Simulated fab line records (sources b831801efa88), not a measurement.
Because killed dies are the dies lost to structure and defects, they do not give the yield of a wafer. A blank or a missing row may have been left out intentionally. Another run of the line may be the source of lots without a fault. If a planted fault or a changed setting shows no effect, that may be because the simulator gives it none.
Shared-tool check || flow sky130 || 15 lots, 45 wafers sampled

== WHAT PROMPTED THE OPENING ==
3 of 15 lots carry a flag on the reading VT_ADJUST_PCH_TW at SKY_VT_ADJUST_PCH_TW_MEAS_10. Wafers without a fault read 142.5, standard deviation 1.
Rule: flag the lot when none of its wafers has a number, or when each of its wafers that has one lies beyond 4 standard deviations from that mean. All remaining lots are regarded as sound.

{"lot": "L689", "measured": "day 12 02:28", "on": "film metro-04", "VT_ADJUST_PCH_TW, wafer by wafer": "142.5 142.1 142.2", "flag": ""}
{"lot": "L690", "measured": "day 12 02:46", "on": "film metro-02", "VT_ADJUST_PCH_TW, wafer by wafer": "144.6 143.6 144.3", "flag": ""}
{"lot": "L691", "measured": "day 12 05:31", "on": "film metro-01", "VT_ADJUST_PCH_TW, wafer by wafer": "142.3 142.0 141.0", "flag": ""}
{"lot": "L695", "measured": "day 12 20:55", "on": "film metro-01", "VT_ADJUST_PCH_TW, wafer by wafer": "142.1 142.8 142.7", "flag": ""}
{"lot": "L694", "measured": "day 12 22:12", "on": "film metro-04", "VT_ADJUST_PCH_TW, wafer by wafer": "142.0 141.7 142.8", "flag": ""}
{"lot": "L693", "measured": "day 12 23:32", "on": "film metro-02", "VT_ADJUST_PCH_TW, wafer by wafer": "144.2 144.8 144.6", "flag": ""}
{"lot": "L696", "measured": "day 13 07:10", "on": "film metro-01", "VT_ADJUST_PCH_TW, wafer by wafer": "141.5 141.5 141.2", "flag": ""}
{"lot": "L699", "measured": "day 14 01:46", "on": "film metro-04", "VT_ADJUST_PCH_TW, wafer by wafer": "142.0 141.9 142.5", "flag": ""}
{"lot": "L701", "measured": "day 14 22:08", "on": "film metro-04", "VT_ADJUST_PCH_TW, wafer by wafer": "29.9 30.0 29.9", "flag": "FLAGGED"}
{"lot": "L702", "measured": "day 15 07:28", "on": "film metro-01", "VT_ADJUST_PCH_TW, wafer by wafer": "29.9 29.8 29.9", "flag": "FLAGGED"}
{"lot": "L703", "measured": "day 15 15:07", "on": "film metro-01", "VT_ADJUST_PCH_TW, wafer by wafer": "30.0 29.8 29.8", "flag": "FLAGGED"}
{"lot": "L706", "measured": "day 16 13:16", "on": "film metro-04", "VT_ADJUST_PCH_TW, wafer by wafer": "142.9 142.8 142.4", "flag": ""}
{"lot": "L707", "measured": "day 17 05:01", "on": "film metro-01", "VT_ADJUST_PCH_TW, wafer by wafer": "141.8 141.3 141.7", "flag": ""}
{"lot": "L708", "measured": "day 17 14:31", "on": "film metro-02", "VT_ADJUST_PCH_TW, wafer by wafer": "143.9 144.3 145.2", "flag": ""}
{"lot": "L709", "measured": "day 17 17:22", "on": "film metro-01", "VT_ADJUST_PCH_TW, wafer by wafer": "141.7 141.6 141.8", "flag": ""}
Averaged over the flagged lots the numbers come to 29.9, -112.6 from the usual (-99 or more standard deviations).

== TOOL THAT RAN EACH LOT ==
3 process steps preceding the reading are held in the record, out of 708 steps in the route. In each cell: the tool, then ch and the chambers that the sampled wafers went through, then the start.
{"lot": "L689", "flag": "", "SKY_NWELL_RTA_28": "rtp anneal-01 ch 0, day 6 17:33", "SKY_VT_ADJUST_HVTR_STRIP_10": "plasma asher-03 ch 0,1, day 11 02:14", "SKY_VT_ADJUST_PCH_STRIP_09": "plasma asher-01 ch 0,1, day 12 02:21"}
{"lot": "L690", "flag": "", "SKY_NWELL_RTA_28": "rtp anneal-02 ch 0, day 6 18:50", "SKY_VT_ADJUST_HVTR_STRIP_10": "plasma asher-01 ch 0,1, day 11 02:32", "SKY_VT_ADJUST_PCH_STRIP_09": "plasma asher-04 ch 0,1, day 12 02:40"}
{"lot": "L691", "flag": "", "SKY_NWELL_RTA_28": "rtp anneal-01 ch 0, day 6 19:44", "SKY_VT_ADJUST_HVTR_STRIP_10": "plasma asher-01 ch 0,1, day 11 05:37", "SKY_VT_ADJUST_PCH_STRIP_09": "plasma asher-01 ch 0,1, day 12 05:24"}
{"lot": "L695", "flag": "", "SKY_NWELL_RTA_28": "rtp anneal-02 ch 0, day 7 07:05", "SKY_VT_ADJUST_HVTR_STRIP_10": "plasma asher-01 ch 0,1, day 11 20:20", "SKY_VT_ADJUST_PCH_STRIP_09": "plasma asher-01 ch 0,1, day 12 20:48"}
{"lot": "L694", "flag": "", "SKY_NWELL_RTA_28": "rtp anneal-01 ch 0, day 7 07:55", "SKY_VT_ADJUST_HVTR_STRIP_10": "plasma asher-03 ch 0,1, day 11 21:01", "SKY_VT_ADJUST_PCH_STRIP_09": "plasma asher-02 ch 0,1, day 12 22:06"}
{"lot": "L693", "flag": "", "SKY_NWELL_RTA_28": "rtp anneal-02 ch 0, day 7 08:25", "SKY_VT_ADJUST_HVTR_STRIP_10": "plasma asher-01 ch 0,1, day 11 22:49", "SKY_VT_ADJUST_PCH_STRIP_09": "plasma asher-04 ch 0,1, day 12 23:28"}
{"lot": "L696", "flag": "", "SKY_NWELL_RTA_28": "rtp anneal-01 ch 0, day 7 15:10", "SKY_VT_ADJUST_HVTR_STRIP_10": "plasma asher-02 ch 0,1, day 12 05:19", "SKY_VT_ADJUST_PCH_STRIP_09": "plasma asher-04 ch 0,1, day 13 07:05"}
{"lot": "L699", "flag": "", "SKY_NWELL_RTA_28": "rtp anneal-01 ch 0, day 8 06:30", "SKY_VT_ADJUST_HVTR_STRIP_10": "plasma asher-02 ch 0,1, day 12 23:56", "SKY_VT_ADJUST_PCH_STRIP_09": "plasma asher-04 ch 0,1, day 14 01:39"}
{"lot": "L701", "flag": "FLAGGED", "SKY_NWELL_RTA_28": "rtp anneal-02 ch 0, day 8 21:24", "SKY_VT_ADJUST_HVTR_STRIP_10": "plasma asher-01 ch 0,1, day 13 19:43", "SKY_VT_ADJUST_PCH_STRIP_09": "plasma asher-02 ch 0,1, day 14 22:03"}
{"lot": "L702", "flag": "FLAGGED", "SKY_NWELL_RTA_28": "rtp anneal-01 ch 0, day 9 04:04", "SKY_VT_ADJUST_HVTR_STRIP_10": "plasma asher-01 ch 0,1, day 14 04:23", "SKY_VT_ADJUST_PCH_STRIP_09": "plasma asher-02 ch 0,1, day 15 07:22"}
{"lot": "L703", "flag": "FLAGGED", "SKY_NWELL_RTA_28": "rtp anneal-01 ch 0, day 9 11:49", "SKY_VT_ADJUST_HVTR_STRIP_10": "plasma asher-03 ch 0,1, day 14 12:04", "SKY_VT_ADJUST_PCH_STRIP_09": "plasma asher-02 ch 0,1, day 15 15:01"}
{"lot": "L706", "flag": "", "SKY_NWELL_RTA_28": "rtp anneal-02 ch 0, day 10 04:08", "SKY_VT_ADJUST_HVTR_STRIP_10": "plasma asher-02 ch 0,1, day 15 09:53", "SKY_VT_ADJUST_PCH_STRIP_09": "plasma asher-02 ch 0,1, day 16 13:10"}
{"lot": "L707", "flag": "", "SKY_NWELL_RTA_28": "rtp anneal-01 ch 0, day 10 15:39", "SKY_VT_ADJUST_HVTR_STRIP_10": "plasma asher-03 ch 0,1, day 16 00:02", "SKY_VT_ADJUST_PCH_STRIP_09": "plasma asher-01 ch 0,1, day 17 04:55"}
{"lot": "L708", "flag": "", "SKY_NWELL_RTA_28": "rtp anneal-02 ch 0, day 11 01:44", "SKY_VT_ADJUST_HVTR_STRIP_10": "plasma asher-01 ch 0, day 16 10:14", "SKY_VT_ADJUST_PCH_STRIP_09": "plasma asher-01 ch 0,1, day 17 14:24"}
{"lot": "L709", "flag": "", "SKY_NWELL_RTA_28": "rtp anneal-01 ch 0, day 11 03:53", "SKY_VT_ADJUST_HVTR_STRIP_10": "plasma asher-01 ch 0,1, day 16 13:35", "SKY_VT_ADJUST_PCH_STRIP_09": "plasma asher-02 ch 0,1, day 17 17:16"}
These steps, and what they do:
- SKY_NWELL_RTA_28: time 30 s.
- SKY_VT_ADJUST_HVTR_STRIP_10: strips in O2/N2.
- SKY_VT_ADJUST_PCH_STRIP_09: strips in O2/N2.
- SKY_VT_ADJUST_PCH_TW_MEAS_10

== FLAGGED OVER TOTAL, TOOL BY TOOL (the gauges that took the reading come last) ==
{"step": "SKY_NWELL_RTA_28", "tool": "rtp anneal-01", "lots run": 9, "flagged": 2, "share of the flagged lots": "some", "sound lots run after its first flagged lot": "2 (L707,L709)"}
{"step": "SKY_NWELL_RTA_28", "tool": "rtp anneal-02", "lots run": 6, "flagged": 1, "share of the flagged lots": "some", "sound lots run after its first flagged lot": "2 (L706,L708)"}
{"step": "SKY_VT_ADJUST_HVTR_STRIP_10", "tool": "plasma asher-01", "lots run": 8, "flagged": 2, "share of the flagged lots": "some", "sound lots run after its first flagged lot": "2 (L708,L709)"}
{"step": "SKY_VT_ADJUST_HVTR_STRIP_10", "tool": "plasma asher-02", "lots run": 3, "flagged": 0, "share of the flagged lots": "none", "sound lots run after its first flagged lot": "-"}
{"step": "SKY_VT_ADJUST_HVTR_STRIP_10", "tool": "plasma asher-03", "lots run": 4, "flagged": 1, "share of the flagged lots": "some", "sound lots run after its first flagged lot": "1 (L707)"}
{"step": "SKY_VT_ADJUST_PCH_STRIP_09", "tool": "plasma asher-01", "lots run": 5, "flagged": 0, "share of the flagged lots": "none", "sound lots run after its first flagged lot": "-"}
{"step": "SKY_VT_ADJUST_PCH_STRIP_09", "tool": "plasma asher-02", "lots run": 6, "flagged": 3, "share of the flagged lots": "all", "sound lots run after its first flagged lot": "2 (L706,L709)"}
{"step": "SKY_VT_ADJUST_PCH_STRIP_09", "tool": "plasma asher-04", "lots run": 4, "flagged": 0, "share of the flagged lots": "none", "sound lots run after its first flagged lot": "-"}
{"step": "SKY_VT_ADJUST_PCH_TW_MEAS_10", "tool": "film metro-01", "lots run": 7, "flagged": 2, "share of the flagged lots": "some", "sound lots run after its first flagged lot": "2 (L707,L709)"}
{"step": "SKY_VT_ADJUST_PCH_TW_MEAS_10", "tool": "film metro-02", "lots run": 3, "flagged": 0, "share of the flagged lots": "none", "sound lots run after its first flagged lot": "-"}
{"step": "SKY_VT_ADJUST_PCH_TW_MEAS_10", "tool": "film metro-04", "lots run": 5, "flagged": 1, "share of the flagged lots": "some", "sound lots run after its first flagged lot": "1 (L706)"}

== WHAT IS ALLOWED BY THE TABLE ==
All flagged lots share 1 row of the table, namely plasma asher-02 at SKY_VT_ADJUST_PCH_STRIP_09.
- plasma asher-02 at SKY_VT_ADJUST_PCH_STRIP_09: 3 of its 6 lots flagged. Lots that were sound ran on it after the first flagged one (L706, L709); a persistent fault on the entire tool would not allow that. Its own readings (strip time to endpoint s) fall more than 4 standard deviations out on all wafers of the flagged lots.
No row of the table ran every flagged lot and no sound lot after the first.

== WHAT THE SIMULATOR HAD INSERTED ==
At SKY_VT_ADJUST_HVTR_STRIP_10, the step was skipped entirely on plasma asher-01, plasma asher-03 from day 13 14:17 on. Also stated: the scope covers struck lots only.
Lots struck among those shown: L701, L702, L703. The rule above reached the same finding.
